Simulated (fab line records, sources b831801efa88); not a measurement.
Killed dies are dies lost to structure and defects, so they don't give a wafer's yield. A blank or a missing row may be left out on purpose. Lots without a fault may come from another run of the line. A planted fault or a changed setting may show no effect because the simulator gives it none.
Which tool did it? | flow sky130 | 11 lots, 33 wafers sampled, at 4 steps of a route of 708

WHAT THE GAUGES READ, wafer by wafer
SKY_SD_N_RS_MEAS_17: measures by four-point-probe.
lot  | measured     | on            | SD_P_RS (ohm/sq)
L153 | day 29 07:07 | film_metro-04 | 147.16 147.54 147.27
L157 | day 30 02:46 | film_metro-04 | 155.57 155.34 155.34
L159 | day 31 00:56 | film_metro-04 | 154.97 155.15 154.63
L166 | day 33 02:50 | film_metro-01 | 146.91 147.32 147.38
L167 | day 33 02:52 | film_metro-04 | 146.96 147.34 147.24
L169 | day 33 11:44 | film_metro-01 | 147.26 147.72 147.60
L168 | day 33 15:10 | film_metro-03 | 147.33 147.20 147.33
L170 | day 33 21:26 | film_metro-03 | 147.47 147.24 147.24
L172 | day 35 01:02 | film_metro-03 | 147.66 147.21 146.96
L173 | day 35 02:50 | film_metro-04 | 147.01 147.26 147.49
L174 | day 35 05:32 | film_metro-04 | 147.74 147.51 147.51

WHICH TOOL RAN EACH LOT (tool, then ch and the chambers of the sampled wafers, then the start)
lot  | SKY_LDD_HVP_STRIP_09                 | SKY_SD_P_IMPLANT_09             | SKY_SD_P_STRIP_10
L153 | plasma_asher-02 ch 0,1, day 23 03:07 | implanter-02 ch 0, day 26 21:36 | plasma_asher-03 ch 0,1, day 26 21:44
L157 | plasma_asher-03 ch 0,1, day 24 00:51 | implanter-02 ch 0, day 27 17:18 | plasma_asher-02 ch 0,1, day 27 17:26
L159 | plasma_asher-03 ch 0, day 24 23:18   | implanter-02 ch 0, day 28 16:35 | plasma_asher-02 ch 1, day 28 16:44
L166 | plasma_asher-03 ch 0,1, day 27 06:37 | implanter-01 ch 0, day 30 20:01 | plasma_asher-03 ch 0,1, day 30 20:10
L167 | plasma_asher-02 ch 0,1, day 27 07:51 | implanter-01 ch 0, day 30 20:38 | plasma_asher-02 ch 0,1, day 30 20:47
L169 | plasma_asher-03 ch 0,1, day 27 16:18 | implanter-01 ch 0, day 31 05:19 | plasma_asher-03 ch 0,1, day 31 05:28
L168 | plasma_asher-03 ch 0,1, day 27 16:57 | implanter-01 ch 0, day 31 08:18 | plasma_asher-01 ch 0,1, day 31 08:25
L170 | plasma_asher-04 ch 0,1, day 27 23:40 | implanter-01 ch 0, day 31 14:25 | plasma_asher-03 ch 0,1, day 31 14:34
L172 | plasma_asher-02 ch 0,1, day 29 04:23 | implanter-01 ch 0, day 32 19:46 | plasma_asher-01 ch 0,1, day 32 19:55
L173 | plasma_asher-04 ch 0,1, day 29 06:03 | implanter-02 ch 0, day 32 20:40 | plasma_asher-02 ch 0,1, day 32 20:49
L174 | plasma_asher-04 ch 0,1, day 29 13:23 | implanter-02 ch 0, day 33 01:09 | plasma_asher-02 ch 0,1, day 33 01:16
- SKY_LDD_HVP_STRIP_09: strips in O2/N2.
- SKY_SD_P_IMPLANT_09
- SKY_SD_P_STRIP_10: strips in O2/N2.

THE ANSWER, worked out from the rows above alone
Rule: what is usual is taken from the lots themselves. Put in order of their means at a reading, lots are off if they are a third of the lots or fewer, leave a main group of 4 or more, and stand apart from it by a gap of 3 or more times the standard deviation of the main group's means; of several such gaps the widest counts. A main group whose means are all the same, to the digits that the tables above print for the reading, isn't used. A lot without any number at a reading at which 4 lots or more have one is off too. The other lots that the step has rows for count as sound.
Off: L157, L159, at SKY_SD_N_RS_MEAS_17 (SD_P_RS). The main group: mean 147.33 ohm/sq, standard deviation 0.13.
A tool fits if, at a process step before that reading, it ran every lot that is off, and no sound lot after the first of them. The gauges at SKY_SD_N_RS_MEAS_17 are tried like those tools. None of those tried fits.

WHAT THE SIMULATOR HAD PUT IN
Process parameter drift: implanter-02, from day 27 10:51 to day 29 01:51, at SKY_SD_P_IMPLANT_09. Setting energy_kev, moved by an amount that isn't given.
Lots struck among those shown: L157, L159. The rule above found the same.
